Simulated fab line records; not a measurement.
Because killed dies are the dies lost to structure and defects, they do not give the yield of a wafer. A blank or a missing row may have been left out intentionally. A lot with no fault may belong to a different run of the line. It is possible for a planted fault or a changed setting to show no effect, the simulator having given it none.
Check for tools in common / flow sky130 / Sample size 14 lots and 42 wafers

## REASON IT WAS OPENED
2 of 14 lots carry a flag on the reading VT_ADJUST_LVTN_2_TW at SKY_VT_ADJUST_LVTN_TW_MEAS_21. Wafers without a fault read 189.2, standard deviation 0.92.
Rule: flag the lot when none of its wafers has a number, or when each of its wafers that has one lies beyond 4 standard deviations from that mean. All remaining lots are regarded as sound.

lot=L539; measured=day 7 21:58; on=filmMetro-03; VT_ADJUST_LVTN_2_TW, wafer by wafer=187.3 187.1 187.5; flag=
lot=L540; measured=day 8 03:34; on=filmMetro-04; VT_ADJUST_LVTN_2_TW, wafer by wafer=189.7 189.0 189.3; flag=
lot=L541; measured=day 8 21:20; on=filmMetro-03; VT_ADJUST_LVTN_2_TW, wafer by wafer=189.7 190.1 190.4; flag=
lot=L542; measured=day 8 22:02; on=filmMetro-03; VT_ADJUST_LVTN_2_TW, wafer by wafer=189.2 190.3 188.9; flag=
lot=L543; measured=day 8 22:35; on=filmMetro-02; VT_ADJUST_LVTN_2_TW, wafer by wafer=188.3 188.4 187.5; flag=
lot=L547; measured=day 10 05:01; on=filmMetro-02; VT_ADJUST_LVTN_2_TW, wafer by wafer=181.3 182.7 182.9; flag=FLAGGED
lot=L548; measured=day 10 12:38; on=filmMetro-04; VT_ADJUST_LVTN_2_TW, wafer by wafer=182.5 182.0 181.3; flag=FLAGGED
lot=L549; measured=day 10 15:43; on=filmMetro-04; VT_ADJUST_LVTN_2_TW, wafer by wafer=189.0 189.5 189.3; flag=
lot=L552; measured=day 11 10:55; on=filmMetro-04; VT_ADJUST_LVTN_2_TW, wafer by wafer=189.4 190.3 190.1; flag=
lot=L553; measured=day 11 17:19; on=filmMetro-02; VT_ADJUST_LVTN_2_TW, wafer by wafer=189.2 189.5 188.4; flag=
lot=L559; measured=day 13 08:46; on=filmMetro-04; VT_ADJUST_LVTN_2_TW, wafer by wafer=189.9 190.1 190.2; flag=
lot=L558; measured=day 13 08:46; on=filmMetro-03; VT_ADJUST_LVTN_2_TW, wafer by wafer=188.9 188.8 188.8; flag=
lot=L560; measured=day 13 17:27; on=filmMetro-04; VT_ADJUST_LVTN_2_TW, wafer by wafer=189.3 189.8 190.3; flag=
lot=L561; measured=day 14 00:08; on=filmMetro-03; VT_ADJUST_LVTN_2_TW, wafer by wafer=189.4 188.4 188.6; flag=
The numbers of the flagged lots are 182.1 on average: -7.1 against the usual, or -8 standard deviations.

## LOT BY LOT: THE TOOL USED
The record holds 1 process step before the reading, out of a route of 708 steps. Each cell gives the tool, then ch followed by the chambers the sampled wafers passed through, then the start.
lot=L539; flag=; SKY_VT_ADJUST_LVTN_IMPLANT_19=implanter-01 ch 0, day 7 21:43
lot=L540; flag=; SKY_VT_ADJUST_LVTN_IMPLANT_19=implanter-04 ch 0, day 8 03:19
lot=L541; flag=; SKY_VT_ADJUST_LVTN_IMPLANT_19=implanter-04 ch 0, day 8 21:05
lot=L542; flag=; SKY_VT_ADJUST_LVTN_IMPLANT_19=implanter-04 ch 0, day 8 21:50
lot=L543; flag=; SKY_VT_ADJUST_LVTN_IMPLANT_19=implanter-01 ch 0, day 8 22:20
lot=L547; flag=FLAGGED; SKY_VT_ADJUST_LVTN_IMPLANT_19=implanter-04 ch 0, day 10 04:46
lot=L548; flag=FLAGGED; SKY_VT_ADJUST_LVTN_IMPLANT_19=implanter-04 ch 0, day 10 12:24
lot=L549; flag=; SKY_VT_ADJUST_LVTN_IMPLANT_19=implanter-01 ch 0, day 10 15:28
lot=L552; flag=; SKY_VT_ADJUST_LVTN_IMPLANT_19=implanter-01 ch 0, day 11 10:40
lot=L553; flag=; SKY_VT_ADJUST_LVTN_IMPLANT_19=implanter-01 ch 0, day 11 17:07
lot=L559; flag=; SKY_VT_ADJUST_LVTN_IMPLANT_19=implanter-03 ch 0, day 13 08:31
lot=L558; flag=; SKY_VT_ADJUST_LVTN_IMPLANT_19=implanter-01 ch 0, day 13 08:32
lot=L560; flag=; SKY_VT_ADJUST_LVTN_IMPLANT_19=implanter-01 ch 0, day 13 17:13
lot=L561; flag=; SKY_VT_ADJUST_LVTN_IMPLANT_19=implanter-04 ch 0, day 13 23:54
These steps, and what they do:
- SKY_VT_ADJUST_LVTN_IMPLANT_19
- SKY_VT_ADJUST_LVTN_TW_MEAS_21

## FLAGGED AGAINST TOTAL, ONE TOOL AT A TIME (gauges that did the reading follow at the end)
step=SKY_VT_ADJUST_LVTN_IMPLANT_19; tool=implanter-01; lots run=7; flagged=0; share of the flagged lots=none; sound lots run after its first flagged lot=-
step=SKY_VT_ADJUST_LVTN_IMPLANT_19; tool=implanter-03; lots run=1; flagged=0; share of the flagged lots=none; sound lots run after its first flagged lot=-
step=SKY_VT_ADJUST_LVTN_IMPLANT_19; tool=implanter-04; lots run=6; flagged=2; share of the flagged lots=all; sound lots run after its first flagged lot=1 (L561)
step=SKY_VT_ADJUST_LVTN_TW_MEAS_21; tool=filmMetro-02; lots run=3; flagged=1; share of the flagged lots=some; sound lots run after its first flagged lot=1 (L553)
step=SKY_VT_ADJUST_LVTN_TW_MEAS_21; tool=filmMetro-03; lots run=5; flagged=0; share of the flagged lots=none; sound lots run after its first flagged lot=-
step=SKY_VT_ADJUST_LVTN_TW_MEAS_21; tool=filmMetro-04; lots run=6; flagged=1; share of the flagged lots=some; sound lots run after its first flagged lot=4 (L549,L552,L559,L560)

## WHAT THE TABLE PERMITS
All flagged lots share 1 row of the table, namely implanter-04 at SKY_VT_ADJUST_LVTN_IMPLANT_19.
- implanter-04 at SKY_VT_ADJUST_LVTN_IMPLANT_19: 2 of its 6 lots flagged. After the first flagged lot (L561), sound lots still ran on it; a lasting fault on the whole tool would not permit that.
No row of the table ran every flagged lot and no sound lot after the first.

## WHAT THE SIMULATOR HAD INSERTED
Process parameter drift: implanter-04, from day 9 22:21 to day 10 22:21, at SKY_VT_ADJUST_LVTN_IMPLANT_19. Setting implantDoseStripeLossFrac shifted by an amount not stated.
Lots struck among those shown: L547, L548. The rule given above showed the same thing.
